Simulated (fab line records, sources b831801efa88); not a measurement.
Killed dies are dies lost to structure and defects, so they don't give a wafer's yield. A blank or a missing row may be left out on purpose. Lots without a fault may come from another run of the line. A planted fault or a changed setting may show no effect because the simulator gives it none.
A struck lot beside a sound one | flow gf180mcu | 35 steps out of a route of 602
Sound: wafers L132.3, L132.4, L132.6. Struck: wafers L127.3, L127.4, L127.6. The cause comes at the end.
At each step with rows: each side's tool, then ch and its chambers, then its first start. Under that, the readings that differ: sound wafers | struck wafers | difference of the means | sigmas: that difference in standard deviations of wafers without a fault.
alike: readings whose means differ by less than 2 such deviations, and words and numbers that are the same on both sides. not compared: withheld readings, readings that some wafer has no value for, bounds like >300 that may hide the same value, and numbers for which the record gives no deviation and whose values overlap.
The two part at a step that has a row with sigmas, a row that says differs or no value, or rows on one side only. Numbers that don't overlap but have no deviation are shown without sigmas and don't part them. A reading that every wafer of one side lacks parts them only if that side has two wafers or more.

first, 10 steps without rows for these wafers: GF_V3_STRIP_19 (strips in post etch residue remover, time 1200 s); GF_V3_CLEAN_20 (cleans in DIW); GF_V3_SPUTTER_21 (material Ti, target thk 15 nm, time 80.02 s); GF_V3_SPUTTER_22 (material TiN, target thk 10 nm, time 40 s); GF_V3_CVD_23 (deposits W, target thk 350 nm, time 104.9 s); GF_V3_CMP_26 (polishes, stops on SiO2, t overpolish 15 s, target thk 0 nm); GF_M4_SPUTTER_00 (material Ti, target thk 37.5 nm, time 150 s); GF_M4_SPUTTER_01 (material TiN, target thk 30 nm, time 25 s); GF_M4_SPUTTER_02 (material AlCu, target thk 450 nm, time 23.9 s); GF_M4_SPUTTER_03 (material Ti, target thk 10 nm, time 6.7 s).
GF_M4_SPUTTER_04: material TiN, target thk 50 nm, time 41.7 s.
  sound on pvd_sputter-04, day 30 02:07; struck on pvd_sputter-03, day 28 02:20
  reading                                | sound                | struck               | difference | sigmas
  chamber_pressure_pa (Pa)               | 0.3990 0.3988 0.4012 | 0.4864 0.4854 0.4878 | +0.0869    | +99 or more
  throttle_valve_pct (%)                 | 32.7 27.7 31.6       | 28.0 26.8 28.0       | -3.1       | -2
  model.TiN_of_M4_SPUTTER_04.thk_nm (nm) | 50.4 50.45 49.94     | 49.2 49.1 48.79      | -1.2       |
  alike: cathode_dc_power_W
then, 22 steps without rows for these wafers: GF_M4_DEHYDRATE_07 (time 60 s); GF_M4_HMDS_08 (prime time 60 s); GF_M4_COAT_09 (resist thk 1000 nm); GF_M4_SOFTBAKE_10 (time 60 s); GF_M4_EXPOSE_11 (exposes mask Metal4, target cd 280 nm); GF_M4_PEB_12 (peb time 90 s); GF_M4_DEVELOP_13 (develop time 60 s); GF_M4_METAL_ETCH_16 (etches the open film in Cl2/BCl3, stops on SiO2, target depth 627.5 nm, time 104.6 s); GF_M4_STRIP_17 (strips in O2/N2); GF_M4_STRIP_18 (strips in post etch residue remover, time 1200 s); GF_M4_CLEAN_19 (cleans in DIW); GF_V4_CVD_00 (deposits SiO2, target thk 600 nm, time 100 s); GF_V4_CVD_02 (deposits SiO2 from TEOS, target thk 850 nm, time 94.851 s); GF_V4_CMP_04 (polishes SiO2); GF_V4_DEHYDRATE_06 (time 60 s); GF_V4_HMDS_07 (prime time 60 s); GF_V4_COAT_08; GF_V4_COAT_09 (resist thk 1000 nm); GF_V4_SOFTBAKE_10 (time 60 s); GF_V4_EXPOSE_11 (exposes mask Via4, target cd 260 nm); GF_V4_PEB_12 (peb time 90 s); GF_V4_DEVELOP_13 (develop time 60 s).
GF_V4_STRIP_19: strips in post etch residue remover, time 1200 s.
  sound on wet_bench-02 ch 0, day 31 15:31; struck on wet_bench-04 ch 2, day 29 18:22
  reading                                | sound            | struck            | difference | sigmas
  model.TiN_of_M4_SPUTTER_04.thk_nm (nm) | 49.56 49.61 49.1 | 48.37 48.27 47.96 | -1.22      |
  alike: temp_c
then, 1 step without rows for these wafers: GF_PASSIVATION_PROBE_99.

WHERE THEY PART
Only at GF_M4_SPUTTER_04, within this record. Later steps at which nothing parts them and some readings are alike: GF_V4_STRIP_19.

WHY: what the simulator had put in
Process parameter drift: pvd_sputter-03, from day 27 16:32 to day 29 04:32, at GF_M4_SPUTTER_04. Setting chamber_pressure_pa, moved by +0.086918, from 0.4. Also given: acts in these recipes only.
